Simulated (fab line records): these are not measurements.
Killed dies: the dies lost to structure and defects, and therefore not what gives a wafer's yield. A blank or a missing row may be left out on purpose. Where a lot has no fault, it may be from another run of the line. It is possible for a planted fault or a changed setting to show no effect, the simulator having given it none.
The tool behind it: which one? :: flow sky130 :: 14 lots, 42 wafers sampled, at 2 steps of a route of 708

## WHAT THE GAUGES SHOWED, per wafer
SKY_VT_ADJUST_LVTN_TW_MEAS_21.
lot: L376
measured: day 7 15:05
on: film metro-02
VT_ADJUST_LVTN_2_TW: 186.1 186.3 185.5

lot: L377
measured: day 7 20:03
on: film metro-04
VT_ADJUST_LVTN_2_TW: 190.5 190.8 190.3

lot: L380
measured: day 8 16:52
on: film metro-01
VT_ADJUST_LVTN_2_TW: 224.1 224.6 223.5

lot: L382
measured: day 9 07:08
on: film metro-02
VT_ADJUST_LVTN_2_TW: 185.2 184.0 184.9

lot: L383
measured: day 9 09:14
on: film metro-02
VT_ADJUST_LVTN_2_TW: 184.4 184.5 183.9

lot: L385
measured: day 10 05:15
on: film metro-04
VT_ADJUST_LVTN_2_TW: 231.3 230.8 231.2

lot: L388
measured: day 11 01:41
on: film metro-01
VT_ADJUST_LVTN_2_TW: 185.4 185.5 185.5

lot: L391
measured: day 12 00:11
on: film metro-04
VT_ADJUST_LVTN_2_TW: 191.6 192.3 192.8

lot: L392
measured: day 12 04:33
on: film metro-02
VT_ADJUST_LVTN_2_TW: 185.7 187.1 186.5

lot: L394
measured: day 12 17:31
on: film metro-02
VT_ADJUST_LVTN_2_TW: 187.4 186.9 187.4

lot: L395
measured: day 12 21:40
on: film metro-02
VT_ADJUST_LVTN_2_TW: 186.6 187.9 185.9

lot: L396
measured: day 13 11:29
on: film metro-02
VT_ADJUST_LVTN_2_TW: 185.3 186.8 184.8

lot: L397
measured: day 13 19:23
on: film metro-04
VT_ADJUST_LVTN_2_TW: 190.1 190.4 190.4

lot: L399
measured: day 14 08:11
on: film metro-01
VT_ADJUST_LVTN_2_TW: 185.6 184.6 185.3

## WHAT TOOL EACH LOT RAN ON (gives the tool, then ch and the chambers of the sampled wafers, and finally the start)
lot: L376
SKY_VT_ADJUST_LVTN_IMPLANT_19: implanter-04 ch 0, day 7 14:50

lot: L377
SKY_VT_ADJUST_LVTN_IMPLANT_19: implanter-02 ch 0, day 7 19:49

lot: L380
SKY_VT_ADJUST_LVTN_IMPLANT_19: implanter-01 ch 0, day 8 16:17

lot: L382
SKY_VT_ADJUST_LVTN_IMPLANT_19: implanter-04 ch 0, day 9 06:53

lot: L383
SKY_VT_ADJUST_LVTN_IMPLANT_19: implanter-02 ch 0, day 9 09:02

lot: L385
SKY_VT_ADJUST_LVTN_IMPLANT_19: implanter-01 ch 0, day 10 04:41

lot: L388
SKY_VT_ADJUST_LVTN_IMPLANT_19: implanter-02 ch 0, day 11 01:26

lot: L391
SKY_VT_ADJUST_LVTN_IMPLANT_19: implanter-01 ch 0, day 11 23:56

lot: L392
SKY_VT_ADJUST_LVTN_IMPLANT_19: implanter-01 ch 0, day 12 04:19

lot: L394
SKY_VT_ADJUST_LVTN_IMPLANT_19: implanter-01 ch 0, day 12 17:17

lot: L395
SKY_VT_ADJUST_LVTN_IMPLANT_19: implanter-01 ch 0, day 12 21:25

lot: L396
SKY_VT_ADJUST_LVTN_IMPLANT_19: implanter-04 ch 0, day 13 11:14

lot: L397
SKY_VT_ADJUST_LVTN_IMPLANT_19: implanter-01 ch 0, day 13 19:10

lot: L399
SKY_VT_ADJUST_LVTN_IMPLANT_19: implanter-04 ch 0, day 14 07:56
- SKY_VT_ADJUST_LVTN_IMPLANT_19

## AS READ BY THE TOOLS THEMSELVES (means over the sampled wafers that have a number; for cases with no such wafer, the mark the record gives instead)
The record holds no such reading with a usual standard deviation.

## THE ANSWER, worked out from the rows above alone
Rule: the usual values come from the lots themselves. The widest of any qualifying gaps counts: lots, ordered by their means at a reading, are off when they make up no more than a third of the lots, leave a main group of 4 or more, and stand apart from it by 3 or more times the standard deviation of that group's means. If all means in a main group match to the digits the tables above print for the reading, that group is not used. A lot without any number at a reading at which 4 lots or more have one is off too. All remaining lots with rows at the step are treated as sound. After the gauges, taken in route order, come the tools' own readings; for these a lot's mean is taken, as printed above. At the first step where some lot is off, the reading lying furthest off is the one used; lots without a number count as furthest.
Off: L380, L385, seen at SKY_VT_ADJUST_LVTN_TW_MEAS_21 (VT_ADJUST_LVTN_2_TW). Main group: mean 187.1, sd 2.5.
A tool fits if, at a process step before that reading, it ran every lot that is off, and no sound lot after the first of them. The gauges at SKY_VT_ADJUST_LVTN_TW_MEAS_21 are tried like those tools. Of those tried, none fits.

## WHAT THE SIMULATOR PUT IN
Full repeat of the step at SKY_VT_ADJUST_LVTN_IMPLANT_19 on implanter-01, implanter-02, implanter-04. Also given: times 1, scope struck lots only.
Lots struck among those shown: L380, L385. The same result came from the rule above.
